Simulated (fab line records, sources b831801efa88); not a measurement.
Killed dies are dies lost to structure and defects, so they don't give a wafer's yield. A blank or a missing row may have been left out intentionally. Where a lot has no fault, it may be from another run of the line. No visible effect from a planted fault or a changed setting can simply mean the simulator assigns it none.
Code-filled problem report in 8D (eight disciplines) form / flow sky130 / the parts of the form that need people (team, actions taken, sign-off) are left out
Where a reading is given only as a bound, like >300, the bound stands for it, and a mean or a difference that rests on one is marked > or <: the true number lies beyond.

1. THE PROBLEM
Mean CONTACT_W_RS at SKY_CONTACT_RS_MEAS_25: 58.645 ohm/sq over 6 wafers in 2 lots; fault-free wafers: 0.337 ohm/sq, standard deviation 0.0036. That is +99 or more standard deviations from the usual mean.
The step: measures by four-point-probe.
Seen first at day 35 09:14 on film-metro-04, wafer L408.1. Wafers with a number at this step in the record: 33, from 11 lots. Rule for "out", or "out of limits": more than 4 standard deviations from the usual mean. Any other wafer with a number is counted as sound.

2. WHAT THIS IS AND IS NOT
question=which readings at this step | is=CONTACT_W_RS | is not=-
question=which lots | is=L408, L409 | is not=L399, L401, L405, L411, L417, L418, L419, L421, L422
question=which wafers of those lots | is=all that have a number | is not=-
question=read on which gauges | is=film-metro-01, film-metro-04 | is not=film-metro-02
question=when | is=from day 35 09:14 | is not=up to then (9 sound wafers); but 18 sound wafers of L411, L417, L418, L419, L421, L422 came after

3. THE SUSPECTS, EACH WITH WHAT RULES IT OUT
Counting: a tool at any process step up to the reading remains a suspect when it ran all the lots that are out and ran no sound lot after the first of those.
- the gauge at SKY_CONTACT_RS_MEAS_25 has been ruled out. The wafers that are out were read on 2 gauges (film-metro-01, film-metro-04).
- rie-metal-03 at SKY_LOCAL_INTERCONNECT_ETCH_13 (etches BARC in N2/H2, stops on SiO2, time 45.9 s, target depth 60 nm): ruled out as a lasting fault. The sound lots L417, L418, L422, L421 went through it after L408, its earliest lot that is out (day 34 04:14).
- cvd-w-01 at SKY_CONTACT_CVD_24 (deposits W, target thk 340 nm, time 102.12 s): ruled out as a lasting fault. The sound lots L417, L418 went through it after L408, its earliest lot that is out (day 35 09:07).
Left after counting: nothing in the record.

4. THE CAUSE (what the simulator had put in)
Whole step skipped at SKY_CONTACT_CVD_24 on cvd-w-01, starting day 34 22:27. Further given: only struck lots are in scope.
The count ruled it out by mistake, since the rule takes a fault to strike every lot its tool runs from the start of the fault on, and this one did not do so.

5. THE EFFECT CHAIN, in route order
Rows list readings where the struck wafers' mean (over those with a number) sits beyond 3 standard deviations from the usual. Only readings whose record carries a usual standard deviation are examined. hours: median over the lots of the time between each lot's start at the first step of this table that gives one and its start at this step. sigmas: the change, counted in usual standard deviations.
hours=0; step=SKY_CONTACT_RS_MEAS_25; reading=CONTACT_W_RS; usual=0.337 ohm/sq; on struck wafers=58.645; change=+58.308; sigmas=+99 or more
hours=0; step=SKY_CONTACT_THK_MEAS_26; reading=CONTACT_W_THK; usual=342 nm; on struck wafers=<0; change=<-342; sigmas=<-52
hours=319; step=SKY_PAD_OPEN_PROBE_99; reading=killed-at-contacts; usual=24; on struck wafers=432; change=+408; sigmas=+80
hours=319; step=SKY_PAD_OPEN_PROBE_99; reading=killed-dies; usual=86; on struck wafers=492; change=+406; sigmas=+41
hours=319; step=SKY_PAD_OPEN_PROBE_99; reading=killed-on-rim; usual=17; on struck wafers=96; change=+79; sigmas=+20
Process steps it contains:
- SKY_PAD_OPEN_PROBE_99
Readings that are blank on the struck wafers while sound wafers have them: chamber-pressure-Torr at SKY_CONTACT_CVD_24; heater-power-outer-w at SKY_CONTACT_CVD_24; heater-power-w at SKY_CONTACT_CVD_24.

6. WHAT WOULD HAVE CAUGHT IT SOONER
Counted from the fault's start at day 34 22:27, it took 11 hours until the first out-of-limits reading at a measuring or inspecting step in this record, taken at day 35 09:14.
At SKY_CONTACT_CVD_24 the tool's readings are blank on the struck wafers, where sound wafers have them: an empty tool record is the first sign, and it was there at once.
